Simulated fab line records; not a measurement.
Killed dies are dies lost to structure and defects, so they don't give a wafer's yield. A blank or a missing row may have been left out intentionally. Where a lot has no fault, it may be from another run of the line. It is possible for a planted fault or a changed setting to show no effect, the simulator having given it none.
Which tool did it? | flow gf180mcu | 15 lots with 45 wafers sampled at 5 steps, on a route of 602 steps

## WHAT EACH GAUGE READ, for each wafer
GF_V2_RS_MEAS_24: measurement is done with a four-point probe.
lot  | measured     | on           | V2_W_RS (ohm/sq)
L313 | day 20 08:43 | filmMetro-04 | 0.318 0.318 0.333
L314 | day 20 14:29 | filmMetro-04 | 0.323 0.323 0.323
L315 | day 20 22:22 | filmMetro-01 | 0.319 0.323 0.325
L316 | day 21 13:11 | filmMetro-03 | 0.314 0.325 0.324
L322 | day 23 15:08 | filmMetro-03 | 44.210 44.327 44.474
L323 | day 24 00:59 | filmMetro-03 | 42.854 43.191 42.861
L324 | day 24 06:07 | filmMetro-04 | 43.647 44.349 44.586
L328 | day 25 16:46 | filmMetro-03 | 0.318 0.330 0.323
L329 | day 25 22:23 | filmMetro-04 | 0.325 0.325 0.326
L330 | day 26 06:35 | filmMetro-03 | 0.316 0.326 0.318
L331 | day 26 12:49 | filmMetro-03 | 0.331 0.325 0.329
L332 | day 26 19:30 | filmMetro-01 | 0.324 0.324 0.331
L333 | day 27 10:06 | filmMetro-03 | 0.330 0.322 0.326
L335 | day 28 00:56 | filmMetro-03 | 0.326 0.327 0.328
L336 | day 28 01:44 | filmMetro-04 | 0.326 0.324 0.329

GF_V2_THK_MEAS_25: measures by xrf.
lot  | measured     | on           | V2_W_THK (nm)
L313 | day 20 08:50 | filmMetro-04 | 364 362 346
L314 | day 20 14:36 | filmMetro-04 | 358 359 359
L315 | day 20 22:29 | filmMetro-01 | 359 354 354
L316 | day 21 13:18 | filmMetro-03 | 375 361 363
L322 | day 23 15:15 | filmMetro-03 | <0 <0 <0
L323 | day 24 01:05 | filmMetro-03 | <0 <0 <0
L324 | day 24 06:13 | filmMetro-04 | - - <0
L328 | day 25 16:53 | filmMetro-03 | 370 357 365
L329 | day 25 22:29 | filmMetro-04 | 355 355 355
L330 | day 26 06:43 | filmMetro-03 | 377 361 372
L331 | day 26 12:56 | filmMetro-03 | 358 365 359
L332 | day 26 19:37 | filmMetro-01 | 364 362 353
L333 | day 27 10:13 | filmMetro-03 | 354 365 361
L335 | day 28 01:03 | filmMetro-03 | 363 359 358
L336 | day 28 01:52 | filmMetro-04 | 359 358 352

## TOOL THAT RAN EACH LOT (tool first, then ch and the chambers of the sampled wafers, then the start)
lot  | GF_M2_METAL_ETCH_16              | GF_V2_CMP_04                  | GF_V2_CVD_23
L313 | rieMetal-02 ch 1, day 19 05:41   | cmp-01 ch 0,2,3, day 19 06:46 | cvdW-01 ch 0,1, day 20 08:37
L314 | rieMetal-03 ch 0,1, day 19 11:59 | cmp-01 ch 1,3, day 19 12:55   | cvdW-02 ch 1, day 20 14:15
L315 | rieMetal-02 ch 0,1, day 19 19:47 | cmp-02 ch 0,1,3, day 19 20:42 | cvdW-02 ch 1, day 20 22:09
L316 | rieMetal-04 ch 0,1, day 20 11:02 | cmp-02 ch 1,2,3, day 20 12:02 | cvdW-01 ch 0,1, day 21 13:04
L322 | rieMetal-04 ch 0,1, day 22 14:26 | cmp-01 ch 0,2, day 22 15:25   | cvdW-02 ch 1, day 23 14:56
L323 | rieMetal-02 ch 0,1, day 23 00:02 | cmp-01 ch 0,2,3, day 23 01:04 | cvdW-02 ch 1, day 24 00:46
L324 | rieMetal-03 ch 0,1, day 23 05:50 | cmp-02 ch 1,2,3, day 23 06:44 | cvdW-02 ch 1, day 24 05:54
L328 | rieMetal-04 ch 0,1, day 24 16:11 | cmp-01 ch 1,2,3, day 24 17:05 | cvdW-01 ch 0,1, day 25 16:38
L329 | rieMetal-03 ch 0,1, day 24 22:35 | cmp-01 ch 1,2,3, day 24 23:33 | cvdW-01 ch 0, day 25 22:12
L330 | rieMetal-02 ch 0,1, day 25 07:20 | cmp-01 ch 0,1,2, day 25 08:15 | cvdW-01 ch 0,1, day 26 06:28
L331 | rieMetal-04 ch 0,1, day 25 14:02 | cmp-02 ch 0,1,2, day 25 14:59 | cvdW-02 ch 0,1, day 26 12:42
L332 | rieMetal-03 ch 0, day 25 20:53   | cmp-01 ch 0,2,3, day 25 21:54 | cvdW-02 ch 0,1, day 26 19:23
L333 | rieMetal-03 ch 0,1, day 26 11:14 | cmp-01 ch 0,1,2, day 26 12:16 | cvdW-02 ch 0,1, day 27 09:59
L335 | rieMetal-02 ch 0,1, day 27 02:23 | cmp-01 ch 0,1,2, day 27 03:23 | cvdW-02 ch 0, day 28 00:49
L336 | rieMetal-03 ch 0,1, day 27 03:23 | cmp-01 ch 0,3, day 27 04:17   | cvdW-02 ch 0,1, day 28 01:37
- GF_M2_METAL_ETCH_16: etches the open film in Cl2/BCl3, stops on SiO2, target depth 627.5 nm, time 104.6 s.
- GF_V2_CMP_04: polishes SiO2.
- GF_V2_CVD_23: deposits W, target thk 350 nm, time 104.94 s.

## AS READ BY THE TOOLS THEMSELVES (means over the sampled wafers that have a number; for cases with no such wafer, the mark the record gives instead)
GF_M2_METAL_ETCH_16.
lot  | tool        | drypumpMotorCurrentA (A) | oesProductAu (a.u.) | throttleValvePct (%)
L313 | rieMetal-02 | 6.23                     | 0.972               | 28.248
L314 | rieMetal-03 | 5.69                     | 0.969               | 28.253
L315 | rieMetal-02 | 6.18                     | 0.964               | 28.264
L316 | rieMetal-04 | 5.73                     | 0.967               | 28.248
L322 | rieMetal-04 | 5.74                     | 0.968               | 28.260
L323 | rieMetal-02 | 6.20                     | 0.971               | 28.259
L324 | rieMetal-03 | 5.70                     | 0.984               | 28.252
L328 | rieMetal-04 | 5.74                     | 0.977               | 28.244
L329 | rieMetal-03 | 5.68                     | 0.973               | 28.256
L330 | rieMetal-02 | 6.11                     | 0.980               | 28.248
L331 | rieMetal-04 | 5.73                     | 0.977               | 28.240
L332 | rieMetal-03 | 5.64                     | 0.976               | 28.248
L333 | rieMetal-03 | 5.72                     | 0.968               | 28.254
L335 | rieMetal-02 | 6.16                     | 0.967               | 28.249
L336 | rieMetal-03 | 5.69                     | 0.971               | 28.260

GF_V2_CMP_04.
lot  | tool   | motorCurrentA (A) | timeToEndpointS (s)
L313 | cmp-01 | 12.4              | 76
L314 | cmp-01 | 13.0              | 73
L315 | cmp-02 | 11.9              | 84
L316 | cmp-02 | 10.8              | 73
L322 | cmp-01 | 12.4              | 75
L323 | cmp-01 | 12.5              | 71
L324 | cmp-02 | 11.1              | 77
L328 | cmp-01 | 12.7              | 76
L329 | cmp-01 | 12.4              | 78
L330 | cmp-01 | 11.9              | 83
L331 | cmp-02 | 11.4              | 78
L332 | cmp-01 | 12.3              | 76
L333 | cmp-01 | 12.2              | 74
L335 | cmp-01 | 11.7              | 81
L336 | cmp-01 | 13.0              | 85

GF_V2_CVD_23.
lot  | tool    | chamberPressureTorr (Torr) | heaterPowerOuterW (W) | heaterPowerW (W)
L313 | cvdW-01 | 39.98                      | 506                   | 834
L314 | cvdW-02 | 39.99                      | 453                   | 646
L315 | cvdW-02 | 39.88                      | 461                   | 643
L316 | cvdW-01 | 40.00                      | 519                   | 868
L322 | cvdW-02 | -                          | -                     | -
L323 | cvdW-02 | -                          | -                     | -
L324 | cvdW-02 | -                          | -                     | -
L328 | cvdW-01 | 40.02                      | 509                   | 831
L329 | cvdW-01 | 39.97                      | 526                   | 906
L330 | cvdW-01 | 40.06                      | 500                   | 832
L331 | cvdW-02 | 39.99                      | 472                   | 714
L332 | cvdW-02 | 40.02                      | 468                   | 710
L333 | cvdW-02 | 39.89                      | 471                   | 759
L335 | cvdW-02 | 40.02                      | 479                   | 801
L336 | cvdW-02 | 40.14                      | 478                   | 771

## THE ANSWER, worked out from the rows above alone
Rule: usual is defined by the lots themselves. Put in order of their means at a reading, lots are off if they are a third of the lots or fewer, leave a main group of 4 or more, and stand apart from it by a gap of 3 or more times the standard deviation of the main group's means; of several such gaps the widest counts. Not used: any main group whose means are identical at the precision the tables above print for the reading. A lot without any number at a reading at which 4 lots or more have one is off too. Where the step has rows for the other lots, those lots are counted as sound. First the gauges in route order, then the tools' own readings, where a lot's mean is used as printed above. At the first step where some lot is off, the reading lying furthest off is the one used; lots without a number count as furthest.
Off: L322, L323, L324, seen at GF_V2_RS_MEAS_24 (V2_W_RS). For the main group the mean is 0.324 ohm/sq and the standard deviation 0.0025.
A tool fits if, at a process step before that reading, it ran every lot that is off, and no sound lot after the first of them. Not tried: the gauges at GF_V2_RS_MEAS_24; whatever is off there is also off at GF_V2_CVD_23, on other tools, and gauge error can't account for it. No candidate that was tried fits.

## WHAT THE SIMULATOR HAD PUT IN
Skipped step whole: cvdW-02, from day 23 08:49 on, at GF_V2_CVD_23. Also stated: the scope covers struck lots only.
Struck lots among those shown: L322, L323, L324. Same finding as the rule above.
